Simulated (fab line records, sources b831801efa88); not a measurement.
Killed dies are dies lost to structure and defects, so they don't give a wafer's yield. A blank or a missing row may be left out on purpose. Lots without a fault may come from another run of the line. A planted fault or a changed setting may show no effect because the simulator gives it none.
fab line records | flow sfq_line
record lots=6 wafers=18 last_day=96
route steps=325 shown I1@83 M2@88 I2@103 M3@118 M8@325
lots that met no fault: from a run of the same line without faults
start_h: hours from the record's first day to the start of the lot's first wafer shown | wait_h: hours since the lot's step before | " the same as in the row above | L1.1+2: a row that stands for several wafers | - no value, or no start given | * or withheld: withheld | < > ~ a bound
route shown NAME@n: a module of which the file shows steps, and the number in the route of the first | usual: mean/standard deviation of fault-free wafers | same: alike in all rows | chamber/n: place in a boat | sites: the reading at each site | _std_site: their standard deviation | _edge_site: outer sites' mean less inner sites' | radius_mm: how far each site lies from the wafer's centre | mask NAME#n: copy n | behind: the tool/chamber that last shaped the wafer | hold: why the lot was held/for how many hours/how that ended | device: the transistor (n, p or np) that didn't switch | end of line: the same wafers' tests at the end of the route | a step without rows: its recipe alone | killed: dies lost to structure and defects at the first sort, not the wafer's yield | map: a wafer's dies, x killed, . not, _ none there
set.NAME: the setting as run; set.NAME@STEP: as run at that earlier step | model.NAME: the simulator's own value behind a step, which no gauge read
lots at some steps of the route; a table a step, a row a wafer
services: from which hour (start_h, from the record's first day; less than 0 if before it) a tool's chamber was out of use, for how many hours, and why
## steps
# step SFQ_I1_OVL_MEAS_913
# usual I1_OVL=0/5
# columns lot.wafer tool chamber start_h wait_h I1_OVL[nm]
L817.4 overlay-02 - 718.18 0.1 7
L817.5 " - " " 3
L817.6 " - " " 4
L821.1 overlay-02 - 776.36 0.1 3
L821.3 " - " " 4
L821.5 " - " " 5
L825.3 overlay-01 - 832.30 0.1 -5
L825.5 " - " " 0
L825.6 " - " " -2
L826.1 overlay-02 - 843.09 0.1 8
L826.2 " - " " 6
L826.5 " - " " 9
L827.2 overlay-02 - 859.89 0.1 1
L827.4 " - " " -1
L827.6 " - " " -7
L831.3 overlay-01 - 892.30 0.1 -3
L831.4 " - " " -3
L831.6 " - " " 1
# step SFQ_TRILAYER_I1_VIA_BARC_OPEN_VIA_ETCH_071
# recipe mask_material=PR chemistry=O2 target_depth_nm=125 target=BARC source_w=500 bias_w=80 pressure_mtorr=30 time_s=41.7
# step SFQ_TRILAYER_I1_VIA_ETCH_VIA_ETCH_052
# recipe target=SiO2 stop_on=Nb mask_material=PR taper_deg=20 chemistry=CHF3 target_depth_nm=260 source_w=500 bias_w=80 pressure_mtorr=30 time_s=withheld
# step SFQ_TRILAYER_I1_VIA_STRIP_STRIP_053
# recipe gas=O2 power_w=200 platen_temp_c=40 overash_fraction=0.65 chemistry=O2 pressure_mtorr=50
# step SFQ_TRILAYER_I1_VIA_STRIP_SOLV_CLEAN_054
# recipe chemistry=NMP temp_c=70 time_s=600
# step SFQ_TRILAYER_M2_DEP_PRE_CLEAN_056
# recipe gas=Ar time_s=22.5 bias_v=250
# step SFQ_TRILAYER_M2_DEP_SPUTTER_055
# recipe material=Nb base_pressure_pa=1.33e-06 chamber_pressure_pa=0.1333 substrate_temp_c=20 resputter_cathode_voltage_v=400 target_thk_nm=200 power_w=2000 time_s=133.3
# usual throttle_valve_pct=30.3/1
# columns lot.wafer tool chamber start_h wait_h throttle_valve_pct
L817.4 pvd_sputter-03 - 719.16 0.0 30.8
L817.5 " - " " 30.2
L817.6 " - " " 30.8
L821.1 pvd_sputter-03 - 777.36 0.0 30.4
L821.3 " - " " 30.8
L821.5 " - " " 30.3
L825.3 pvd_sputter-05 - 833.30 0.0 29.5
L825.5 " - " " 31.1
L825.6 " - " " 28.8
L826.1 pvd_sputter-05 - 844.08 0.0 30.9
L826.2 " - " " 28.7
L826.5 " - " " 30.9
L827.2 pvd_sputter-06 - 861.69 0.0 32.5
L827.4 " - " " 29.9
L827.6 " - " " 32.4
L831.3 pvd_sputter-06 - 893.28 0.0 29.9
L831.4 " - " " 29.6
L831.6 " - " " 32.3
# step SFQ_M2_RS_MEAS_914
# recipe thk_meas_gauge=four-point-probe reads=Nb_of_TRILAYER_M2_DEP_SPUTTER_055
# usual M2_NB_RS=0.892/0.011
# columns lot.wafer tool chamber start_h wait_h M2_NB_RS[ohm/sq]
L817.4 film_metro-04 - 719.31 0.1 0.885
L817.5 " - " " 0.885
L817.6 " - " " 0.881
L821.1 film_metro-02 - 777.45 0.0 0.894
L821.3 " - " " 0.886
L821.5 " - " " 0.895
L825.3 film_metro-04 - 833.43 0.1 0.883
L825.5 " - " " 0.868
L825.6 " - " " 0.888
L826.1 film_metro-02 - 844.17 0.0 0.885
L826.2 " - " " 0.898
L826.5 " - " " 0.889
L827.2 film_metro-02 - 861.81 0.1 0.902
L827.4 " - " " 0.896
L827.6 " - " " 0.902
L831.3 film_metro-02 - 893.41 0.1 0.917
L831.4 " - " " 0.911
L831.6 " - " " 0.920
# step SFQ_TRILAYER_M2_LITHO_COAT_062
# recipe resist=BARC spin_rpm=3000 resist_thk_nm=62
# step SFQ_TRILAYER_M2_LITHO_COAT_057
# recipe resist=KrF spin_rpm=3000 resist_thk_nm=600
# step SFQ_TRILAYER_M2_LITHO_SOFTBAKE_061
# recipe temp_c=withheld time_s=withheld resist=KrF
# step SFQ_TRILAYER_M2_LITHO_EXPOSE_058
# recipe mask_id=M2 na=0.6 source_shape=conventional sigma_outer=0.65 target_cd_nm=500 dose_mj=14.4
# columns lot.wafer tool chamber start_h wait_h mask model.M2.overlay_x_nm
L817.4+5+6 krf_scanner-01 0 869.79 - M2#0 0.1477
L821.1+3+5 krf_scanner-02 0 924.51 - M2#0 3.047
L825.3+5+6 krf_scanner-01 0 993.05 - M2#0 80.33
L826.1+2+5 krf_scanner-02 0 1005.97 - M2#0 -4.648
L827.2+4+6 krf_scanner-02 0 1022.97 - M2#0 5.932
L831.3+4+6 krf_scanner-01 0 1046.97 - M2#0 88.61
# step SFQ_TRILAYER_M2_LITHO_PEB_060
# recipe peb_temp_c=115 peb_time_s=60 resist=KrF
# step SFQ_TRILAYER_M2_LITHO_DEVELOP_059
# recipe time_s=60 resist=KrF
# step SFQ_M2_OVL_MEAS_916
# usual M2_OVL=-3/5.3
# columns lot.wafer tool chamber start_h wait_h M2_OVL[nm]
L817.4 overlay-01 - 870.71 0.1 -5
L817.5 " - " " -2
L817.6 " - " " -1
L821.1 overlay-01 - 926.01 0.1 -2
L821.3 " - " " 4
L821.5 " - " " -1
L825.3 overlay-01 - 994.16 0.1 80
L825.5 " - " " 83
L825.6 " - " " 88
L826.1 overlay-01 - 1007.47 0.1 -1
L826.2 " - " " -3
L826.5 " - " " -4
L827.2 overlay-01 - 1024.28 0.1 5
L827.4 " - " " -1
L827.6 " - " " 4
L831.3 overlay-01 - 1048.08 0.1 89
L831.4 " - " " 84
L831.6 " - " " 85
# step SFQ_TRILAYER_M2_BARC_OPEN_METAL_ETCH_077
# recipe mask_material=PR chemistry=O2 target_depth_nm=125 target=BARC icp_w=600 bias_w=80 pressure_mtorr=10 time_s=41.7
# usual drypump_motor_current_A=5.9/0.48 oes_product_au=0.684/0.0045
# columns lot.wafer tool chamber start_h wait_h drypump_motor_current_A oes_product_au rf_hours_counter_h
L817.4 rie_metal-04 0 870.74 0.0 6.7 0.692 -
L817.5 " 0 " " 6.7 0.687 -
L817.6 " 1 " " 6.1 0.688 -
L821.1 rie_metal-03 1 926.05 0.0 5.3 0.682 110
L821.3 " 0 " " 6.0 0.684 -
L821.5 " 0 " " 6.0 0.686 -
L825.3 rie_metal-04 1 994.20 0.0 6.1 0.689 -
L825.5 " 0 " " 6.7 0.689 -
L825.6 " 1 " " 6.1 0.687 -
L826.1 rie_metal-01 1 1007.51 0.0 5.5 0.688 55
L826.2 " 0 " " 5.9 0.677 90
L826.5 " 0 " " 5.9 0.677 -
L827.2 rie_metal-03 0 1024.31 0.0 6.0 0.689 78
L827.4 " 0 " " 6.0 0.683 -
L827.6 " 0 " " 6.0 0.691 -
L831.3 rie_metal-01 1 1048.12 0.0 5.5 0.679 -
L831.4 " 0 " " 5.9 0.686 -
L831.6 " 1 " " 5.5 0.685 -
# step SFQ_TRILAYER_M2_ETCH_METAL_ETCH_060
# recipe target=Nb stop_on=SiO2 mask_material=PR chemistry=Cl2/Ar target_depth_nm=240 icp_w=600 bias_w=80 pressure_mtorr=10 time_s=120
# step SFQ_TRILAYER_M2_STRIP_STRIP_061
# recipe gas=O2 power_w=200 platen_temp_c=40 overash_fraction=0.65 chemistry=O2 pressure_mtorr=50
# usual drypump_motor_current_A=5.9/0.48 oes_product_au=1.001/0.0084
# columns lot.wafer tool chamber start_h wait_h drypump_motor_current_A oes_product_au rf_hours_counter_h
L817.4 rie_metal-04 0 871.11 0.2 6.7 1.008 -
L817.5 " 0 " " 6.7 1.010 -
L817.6 " 1 " " 6.1 1.000 -
L821.1 rie_metal-03 1 926.23 0.1 5.3 0.997 110
L821.3 " 0 " " 6.0 1.017 -
L821.5 " 0 " " 6.0 1.019 -
L825.3 rie_metal-04 1 994.57 0.2 6.1 1.003 -
L825.5 " 0 " " 6.7 1.000 -
L825.6 " 1 " " 6.1 1.003 -
L826.1 rie_metal-01 1 1007.69 0.1 5.5 1.004 55
L826.2 " 0 " " 5.8 0.992 91
L826.5 " 0 " " 5.8 0.997 -
L827.2 rie_metal-03 0 1024.49 0.1 6.0 1.007 78
L827.4 " 0 " " 6.0 1.013 -
L827.6 " 0 " " 6.0 1.013 -
L831.3 rie_metal-01 1 1048.49 0.2 5.5 1.006 -
L831.4 " 0 " " 5.9 1.000 -
L831.6 " 1 " " 5.4 0.981 -
# step SFQ_TRILAYER_M2_STRIP_SOLV_CLEAN_062
# recipe chemistry=NMP temp_c=70 time_s=600
# step SFQ_TRILAYER_I2_DEP_PECVD_063
# recipe material=SiO2 temp_c=150 time_s=111.11 pressure_torr=2.4 rf_w=183.3 precursor=SiH4/N2O target_thk_nm=500
# step SFQ_TRILAYER_I2_CMP_CMP_064
# recipe material=SiO2 down_force_psi=3 platen_rpm=60 pad_velocity_m_s=0.94248
# step SFQ_I2_BOW_MEAS_917
# recipe mode=bow
# usual I2_BOW=4/8.2
# columns lot.wafer tool chamber start_h wait_h I2_BOW[um]
L817.4 film_metro-01 - 874.86 1.6 -4
L817.5 " - " " 9
L817.6 " - " " 5
L821.1 film_metro-01 - 930.09 2.5 8
L821.3 " - " " 17
L821.5 " - " " 8
L825.3 film_metro-03 - 998.86 2.5 20
L825.5 " - " " -9
L825.6 " - " " 6
L826.1 film_metro-03 - 1015.71 1.5 17
L826.2 " - " " 5
L826.5 " - " " 2
L827.2 film_metro-01 - 1031.96 1.0 9
L827.4 " - " " 1
L827.6 " - " " 14
L831.3 film_metro-01 - 1054.06 2.5 13
L831.4 " - " " 2
L831.6 " - " " 9
# step SFQ_TRILAYER_I2_METRO_MEASURE_065
# step SFQ_TRILAYER_I2_VIA_LITHO_COAT_072
# recipe resist=BARC spin_rpm=3000 resist_thk_nm=62
# step SFQ_TRILAYER_I2_VIA_LITHO_COAT_067
# recipe resist=KrF spin_rpm=3000 resist_thk_nm=650
# step SFQ_TRILAYER_I2_VIA_LITHO_SOFTBAKE_071
# recipe temp_c=withheld time_s=withheld resist=KrF
# step SFQ_TRILAYER_I2_VIA_LITHO_EXPOSE_068
# recipe mask_id=I2 na=0.6 source_shape=conventional sigma_outer=0.65 target_cd_nm=500 dose_mj=21.3
# step SFQ_TRILAYER_I2_VIA_LITHO_PEB_070
# recipe peb_temp_c=115 peb_time_s=60 resist=KrF
# step SFQ_TRILAYER_I2_VIA_LITHO_DEVELOP_069
# recipe time_s=60 resist=KrF
# step SFQ_I2_OVL_MEAS_918
# usual I2_OVL=0/5.4
# columns lot.wafer tool chamber start_h wait_h I2_OVL[nm]
L817.4 overlay-01 - 1037.49 0.1 1
L817.5 " - " " 3
L817.6 " - " " 4
L821.1 overlay-02 - 1084.07 0.1 -11
L821.3 " - " " -8
L821.5 " - " " -9
L825.3 overlay-02 - 1147.12 0.1 7
L825.5 " - " " 10
L825.6 " - " " 0
L826.1 overlay-01 - 1162.83 0.1 -3
L826.2 " - " " -1
L826.5 " - " " -9
L827.2 overlay-02 - 1179.64 0.1 -7
L827.4 " - " " 0
L827.6 " - " " -2
L831.3 overlay-01 - 1200.04 0.1 2
L831.4 " - " " 9
L831.6 " - " " 10
# step SFQ_TRILAYER_I2_VIA_BARC_OPEN_VIA_ETCH_096
# recipe mask_material=PR chemistry=O2 target_depth_nm=125 target=BARC source_w=500 bias_w=80 pressure_mtorr=30 time_s=41.7
# step SFQ_TRILAYER_I2_VIA_ETCH_VIA_ETCH_070
# recipe target=SiO2 stop_on=Nb mask_material=PR taper_deg=20 chemistry=CHF3 target_depth_nm=260 source_w=500 bias_w=80 pressure_mtorr=30 time_s=withheld
# usual drypump_motor_current_A=5.8/0.49 oes_product_au=0.854/0.0058
# columns lot.wafer tool chamber start_h wait_h drypump_motor_current_A oes_product_au
L817.4 rie_diel-03 3 1037.55 0.0 5.1 0.865
L817.5 " 0 " " 5.5 0.855
L817.6 " 1 " " 6.5 0.861
L821.1 rie_diel-03 2 1084.14 0.0 5.4 0.847
L821.3 " 1 " " 6.5 0.845
L821.5 " 2 " " 5.5 0.841
L825.3 rie_diel-02 1 1147.18 0.0 5.6 0.856
L825.5 " 3 " " 5.5 0.851
L825.6 " 1 " " 5.6 0.855
L826.1 rie_diel-02 3 1162.91 0.0 5.5 0.863
L826.2 " 0 " " 6.7 0.860
L826.5 " 0 " " 6.7 0.855
L827.2 rie_diel-03 3 1179.71 0.0 5.1 0.851
L827.4 " 2 " " 5.4 0.848
L827.6 " 3 " " 5.0 0.855
L831.3 rie_diel-03 1 1200.11 0.0 6.4 0.854
L831.4 " 3 " " 5.1 0.853
L831.6 " 2 " " 5.4 0.865
# step SFQ_TRILAYER_I2_VIA_STRIP_STRIP_071
# recipe gas=O2 power_w=200 platen_temp_c=40 overash_fraction=0.65 chemistry=O2 pressure_mtorr=50
# step SFQ_TRILAYER_I2_VIA_STRIP_SOLV_CLEAN_072
# recipe chemistry=NMP temp_c=70 time_s=600
# step SFQ_TRILAYER_M3_DEP_PRE_CLEAN_074
# recipe gas=Ar time_s=22.5 bias_v=250
# step SFQ_TRILAYER_M3_DEP_SPUTTER_073
# recipe material=Nb base_pressure_pa=1.33e-06 chamber_pressure_pa=0.1333 substrate_temp_c=20 resputter_cathode_voltage_v=400 target_thk_nm=200 power_w=2000 time_s=133.3
# usual throttle_valve_pct=30.0/1.2
# columns lot.wafer tool chamber start_h wait_h throttle_valve_pct
L817.4 pvd_sputter-05 - 1039.06 0.0 30.9
L817.5 " - " " 31.2
L817.6 " - " " 31.3
L821.1 pvd_sputter-05 - 1085.08 0.0 31.1
L821.3 " - " " 28.6
L821.5 " - " " 31.3
L825.3 pvd_sputter-04 - 1148.10 0.0 29.0
L825.5 " - " " 28.6
L825.6 " - " " 29.3
L826.1 pvd_sputter-05 - 1163.82 0.0 31.2
L826.2 " - " " 31.1
L826.5 " - " " 28.7
L827.2 pvd_sputter-05 - 1180.62 0.0 29.3
L827.4 " - " " 30.9
L827.6 " - " " 31.2
L831.3 pvd_sputter-05 - 1201.20 0.0 29.1
L831.4 " - " " 31.3
L831.6 " - " " 31.3
# step SFQ_M3_RS_MEAS_919
# recipe thk_meas_gauge=four-point-probe reads=Nb_of_TRILAYER_M3_DEP_SPUTTER_073
# usual M3_NB_RS=0.889/0.01
# columns lot.wafer tool chamber start_h wait_h M3_NB_RS[ohm/sq]
L817.4 film_metro-03 - 1039.21 0.1 0.882
L817.5 " - " " 0.889
L817.6 " - " " 0.879
L821.1 film_metro-03 - 1085.17 0.0 0.887
L821.3 " - " " 0.878
L821.5 " - " " 0.884
L825.3 film_metro-03 - 1148.23 0.1 0.893
L825.5 " - " " 0.894
L825.6 " - " " 0.884
L826.1 film_metro-03 - 1163.91 0.0 0.900
L826.2 " - " " 0.897
L826.5 " - " " 0.899
L827.2 film_metro-01 - 1180.73 0.1 0.901
L827.4 " - " " 0.905
L827.6 " - " " 0.894
L831.3 film_metro-04 - 1201.34 0.1 0.895
L831.4 " - " " 0.893
L831.6 " - " " 0.899
# step SFQ_TRILAYER_M3_LITHO_COAT_080
# recipe resist=BARC spin_rpm=3000 resist_thk_nm=62
# step SFQ_TRILAYER_M3_LITHO_COAT_075
# recipe resist=KrF spin_rpm=3000 resist_thk_nm=600
# step SFQ_TRILAYER_M3_LITHO_SOFTBAKE_079
# recipe temp_c=withheld time_s=withheld resist=KrF
# step SFQ_M8_BOW_MEAS_951
# recipe mode=bow
# usual M8_BOW=11/11
# columns lot.wafer tool chamber start_h wait_h M8_BOW[um] model.etest.i1.link_ohm
L817.4 film_metro-01 - 2034.70 0.1 -1 1.958
L817.5 " - " " 13 1.949
L817.6 " - " " 9 1.943
L821.1 film_metro-03 - 2069.52 0.0 12 1.961
L821.3 " - " " 20 1.967
L821.5 " - " " 11 1.964
L825.3 film_metro-02 - 2139.43 0.0 15 1.99
L825.5 " - " " -13 1.97
L825.6 " - " " 2 1.998
L826.1 film_metro-03 - 2245.85 0.0 13 1.944
L826.2 " - " " 1 1.961
L826.5 " - " " -1 1.948
L827.2 film_metro-01 - 2271.13 0.0 10 1.972
L827.4 " - " " 4 1.981
L827.6 " - " " 15 1.98
L831.3 film_metro-01 - 2292.55 0.0 16 2.038
L831.4 " - " " 5 2.026
L831.6 " - " " 13 2.047
## services
# columns tool chamber start_h hours kind
rie_metal-03 1 698.54 26.8 repair
rie_diel-03 1 704.94 4.7 repair
krf_scanner-02 - 716.51 36.0 pm
rie_metal-03 - 720.57 14.6 pm
krf_scanner-02 - 752.51 1.3 pm
krf_scanner-02 - 753.81 1.0 pm
krf_scanner-01 - 755.06 3.0 pm
krf_scanner-02 - 758.41 4.0 pm
krf_scanner-02 - 762.38 0.2 repair
rie_diel-03 - 765.76 1.0 repair
krf_scanner-01 - 776.06 1.0 pm
rie_metal-03 - 789.94 1.3 repair
pvd_sputter-05 - 808.02 1.7 repair
pvd_sputter-05 - 829.40 2.3 repair
pvd_sputter-05 - 857.38 53.3 repair
rie_metal-03 - 871.42 2.8 pm
rie_diel-03 2 899.88 3.3 repair
pvd_sputter-05 - 905.76 1.1 repair
rie_metal-04 - 923.56 1.4 pm
rie_metal-04 - 1031.79 0.5 repair
rie_metal-04 1 1036.93 46.9 repair
rie_diel-03 2 1099.24 8.4 repair
pvd_sputter-05 - 1131.48 11.2 repair
rie_diel-03 0 1198.97 5.4 repair
## key
first_sign step=SFQ_M2_OVL_MEAS_916 reading=M2_OVL direction=up sigmas=17 usual=-3 struck=85
effect none on later readings
model_effect step=SFQ_TRILAYER_M2_LITHO_EXPOSE_058 value=M2.overlay_x_nm without=-3.165 struck=84.47
model_effect step=SFQ_M8_BOW_MEAS_951 value=etest.i1.link_ohm without=1.976 struck=2.011
met_at SFQ_TRILAYER_M2_LITHO_EXPOSE_058
struck_wafers L825.3,L825.5,L825.6,L831.3,L831.4,L831.6
onset_between 869.79 993.05
fault kind=scanner_matching_overlay tool=krf_scanner-01 chamber=- onset_h=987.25 steps=SFQ_TRILAYER_M2_LITHO_EXPOSE_058 offset=87.633
